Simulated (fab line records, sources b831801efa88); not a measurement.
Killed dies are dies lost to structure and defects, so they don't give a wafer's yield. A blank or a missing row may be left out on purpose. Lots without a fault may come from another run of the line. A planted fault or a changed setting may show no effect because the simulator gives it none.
Which tool did it? | flow sky130 | 13 lots, 39 wafers sampled, at 5 steps of a route of 708

WHAT THE GAUGES READ, wafer by wafer
SKY_LDD_P_OVL_MEAS_08.
lot  | measured     | on         | LDD_P_OVL (nm)
L527 | day 19 05:59 | overlay-01 | -3.6 -2.2 -4.4
L528 | day 19 20:13 | overlay-01 | -3.1 -4.4 -2.0
L529 | day 20 04:43 | overlay-02 | -2.8 -2.3 -3.4
L531 | day 20 19:17 | overlay-01 | -1.0 -1.4 -1.2
L533 | day 22 01:32 | overlay-02 | -0.1 0.9 0.5
L534 | day 22 07:01 | overlay-01 | -2.9 -2.7 -3.5
L535 | day 22 12:08 | overlay-02 | -0.4 -0.7 -1.2
L537 | day 23 11:22 | overlay-01 | -2.3 0.2 -2.5
L545 | day 25 17:25 | overlay-02 | -3.4 -1.1 -1.8
L546 | day 26 08:32 | overlay-01 | -0.8 -0.3 -1.9
L547 | day 26 12:28 | overlay-01 | -1.4 -0.3 -1.9
L548 | day 26 18:25 | overlay-01 | -0.9 1.8 -2.1
L549 | day 26 23:50 | overlay-02 | 0.3 -0.4 -2.0

SKY_LDD_HVP_OVL_MEAS_07.
lot  | measured     | on         | LDD_HVP_OVL (nm)
L527 | day 21 20:34 | overlay-01 | -1.0 -2.6 -1.1
L528 | day 22 09:42 | overlay-02 | -1.5 -2.2 -1.6
L529 | day 22 18:51 | overlay-01 | 0.8 -0.8 0.6
L531 | day 23 08:54 | overlay-01 | 0.0 -2.4 0.4
L533 | day 24 14:24 | overlay-02 | -1.4 -2.3 -2.1
L534 | day 24 19:28 | overlay-02 | -1.1 0.1 -2.0
L535 | day 24 23:58 | overlay-01 | -1.6 -0.5 -1.7
L537 | day 25 20:57 | overlay-01 | -0.3 -1.7 -0.4
L545 | day 28 01:48 | overlay-01 | -0.4 -0.2 -2.7
L546 | day 28 16:58 | overlay-01 | 0.0 -2.1 -1.0
L547 | day 28 20:26 | overlay-02 | -0.9 0.5 -0.1
L548 | day 29 03:48 | overlay-02 | -1.5 -2.2 -1.9
L549 | day 29 09:01 | overlay-01 | -1.6 -1.6 -1.3

SKY_RES_XHIGH_TW_MEAS_09.
lot  | measured     | on            | RES_XHIGH_TW
L527 | day 26 22:25 | film_metro-01 | 1633 1628 1635
L528 | day 27 10:14 | film_metro-01 | 1633 1639 1638
L529 | day 27 20:02 | film_metro-01 | 1623 1635 1625
L531 | day 28 07:52 | film_metro-01 | 1640 1635 1649
L533 | day 29 22:16 | film_metro-01 | 1632 1642 1643
L534 | day 29 22:55 | film_metro-02 | 1617 1624 1621
L535 | day 29 23:14 | film_metro-03 | 30 30 30
L537 | day 30 16:39 | film_metro-02 | 1626 1623 1619
L545 | day 32 17:45 | film_metro-03 | 1621 1607 1607
L546 | day 33 10:09 | film_metro-01 | 1639 1630 1639
L547 | day 33 13:01 | film_metro-01 | 1629 1636 1638
L548 | day 33 20:28 | film_metro-03 | 1610 1609 1602
L549 | day 34 00:33 | film_metro-03 | 1608 1606 1605

SKY_CONTACT_CD_MEAS_14: target cd 170 nm.
lot  | measured     | on        | cd_nm (nm)
L527 | day 31 20:07 | cd_sem-02 | 169.5 170.4 171.0
L528 | day 32 03:56 | cd_sem-01 | 169.9 171.3 170.5
L529 | day 32 14:09 | cd_sem-01 | 170.2 169.7 170.2
L531 | day 33 03:04 | cd_sem-01 | 170.0 169.4 169.8
L533 | day 34 15:22 | cd_sem-02 | 170.3 168.8 169.0
L534 | day 34 15:50 | cd_sem-02 | 169.5 169.6 168.7
L535 | day 34 16:14 | cd_sem-01 | 168.3 169.0 168.0
L537 | day 35 08:03 | cd_sem-02 | 168.9 169.1 167.8
L545 | day 37 08:14 | cd_sem-01 | 169.9 170.2 169.7
L546 | day 37 23:13 | cd_sem-01 | 169.4 169.7 169.7
L547 | day 38 01:40 | cd_sem-02 | 168.2 168.6 168.6
L548 | day 38 10:10 | cd_sem-02 | 170.4 171.3 170.4
L549 | day 38 13:32 | cd_sem-01 | 169.0 169.6 168.9

WHICH TOOL RAN EACH LOT (tool, then ch and the chambers of the sampled wafers, then the start)
lot  | SKY_RES_XHIGH_EXPOSE_04
L527 | iline_stepper-01 ch 0, day 26 09:01
L528 | iline_stepper-02 ch 0, day 26 18:46
L529 | iline_stepper-01 ch 0, day 27 05:08
L531 | iline_stepper-01 ch 0, day 27 18:13
L533 | iline_stepper-02 ch 0, day 29 07:49
L534 | iline_stepper-02 ch 0, day 29 08:44
L535 | iline_stepper-02 ch 0, day 29 09:10
L537 | iline_stepper-01 ch 0, day 30 03:10
L545 | iline_stepper-01 ch 0, day 32 04:32
L546 | iline_stepper-01 ch 0, day 32 20:28
L547 | iline_stepper-01 ch 0, day 32 23:57
L548 | iline_stepper-02 ch 0, day 33 07:02
L549 | iline_stepper-02 ch 0, day 33 11:35
- SKY_RES_XHIGH_EXPOSE_04: exposes mask URPM, target cd 1270 nm.

WHAT THE TOOLS THEMSELVES READ (means of the sampled wafers that have a number; where no wafer has one, the mark that the record gives instead)
SKY_RES_XHIGH_EXPOSE_04.
lot  | tool             | reticle_temp_C (C)
L527 | iline_stepper-01 | 22.97
L528 | iline_stepper-02 | 22.91
L529 | iline_stepper-01 | 23.04
L531 | iline_stepper-01 | 22.92
L533 | iline_stepper-02 | 23.05
L534 | iline_stepper-02 | 23.01
L535 | iline_stepper-02 | 23.01
L537 | iline_stepper-01 | 23.06
L545 | iline_stepper-01 | 23.05
L546 | iline_stepper-01 | 23.01
L547 | iline_stepper-01 | 23.24
L548 | iline_stepper-02 | 23.09
L549 | iline_stepper-02 | 23.07

THE ANSWER, worked out from the rows above alone
Rule: what is usual is taken from the lots themselves. Put in order of their means at a reading, lots are off if they are a third of the lots or fewer, leave a main group of 4 or more, and stand apart from it by a gap of 3 or more times the standard deviation of the main group's means; of several such gaps the widest counts. A main group whose means are all the same, to the digits that the tables above print for the reading, isn't used. A lot without any number at a reading at which 4 lots or more have one is off too. The other lots that the step has rows for count as sound. The gauges are gone through in route order, then the tools' own readings, and for those a lot's mean is taken as printed above. The first step at which some lot is off is used, and at that step the reading that is off furthest; a lot without a number counts as furthest.
Off: L535, at SKY_RES_XHIGH_TW_MEAS_09 (RES_XHIGH_TW). The main group: mean 1626, standard deviation 12.
A tool fits if, at a process step before that reading, it ran every lot that is off, and no sound lot after the first of them. The gauges at SKY_RES_XHIGH_TW_MEAS_09 are tried like those tools. None of those tried fits.

WHAT THE SIMULATOR HAD PUT IN
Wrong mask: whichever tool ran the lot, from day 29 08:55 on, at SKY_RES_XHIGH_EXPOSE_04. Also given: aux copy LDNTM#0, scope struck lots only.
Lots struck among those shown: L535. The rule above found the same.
